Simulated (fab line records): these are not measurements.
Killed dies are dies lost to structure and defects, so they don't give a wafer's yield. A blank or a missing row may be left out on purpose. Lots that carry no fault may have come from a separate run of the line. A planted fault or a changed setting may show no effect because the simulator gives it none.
Which tool was responsible? | flow gf180mcu | 36 wafers sampled from 12 lots at 1 step of a route of 602

== WHAT THE GAUGES SHOWED, per wafer ==
GF_M2_CD_MEAS_14: the cd target is 280 nm.
lot  | measured     | on       | cdNm (nm)
L075 | day 19 07:29 | cdSem-01 | 279.0 276.6 277.9
L077 | day 20 11:19 | cdSem-01 | 282.9 283.1 281.6
L079 | day 21 05:25 | cdSem-02 | 277.6 278.0 279.3
L080 | day 22 01:26 | cdSem-01 | 281.3 281.9 282.0
L083 | day 22 16:19 | cdSem-01 | 280.4 280.3 280.4
L085 | day 23 09:37 | cdSem-02 | 281.1 281.8 280.9
L087 | day 24 04:53 | cdSem-02 | 282.0 280.1 281.8
L089 | day 24 16:24 | cdSem-01 | 279.4 279.7 280.3
L091 | day 25 05:36 | cdSem-01 | 283.1 282.6 281.9
L093 | day 25 18:28 | cdSem-01 | 278.1 279.0 279.2
L095 | day 26 14:38 | cdSem-02 | 282.5 281.9 280.6
L097 | day 26 23:45 | cdSem-01 | 280.1 280.6 279.9

== WHAT TOOL EACH LOT RAN ON (gives the tool, then ch and the chambers of the sampled wafers, and finally the start) ==
Before these readings, the record contains no process step.

== THE ANSWER, worked out from the rows above alone ==
Rule: the usual values come from the lots themselves. Put in order of their means at a reading, lots are off if they are a third of the lots or fewer, leave a main group of 4 or more, and stand apart from it by a gap of 3 or more times the standard deviation of the main group's means; of several such gaps the widest counts. Not used: any main group whose means are identical at the precision the tables above print for the reading. A lot without any number at a reading at which 4 lots or more have one is off too. Any other lot the step has rows for is counted as sound.
None of the lots is off at any reading shown; this tells nothing.

== WHAT THE SIMULATOR PUT IN ==
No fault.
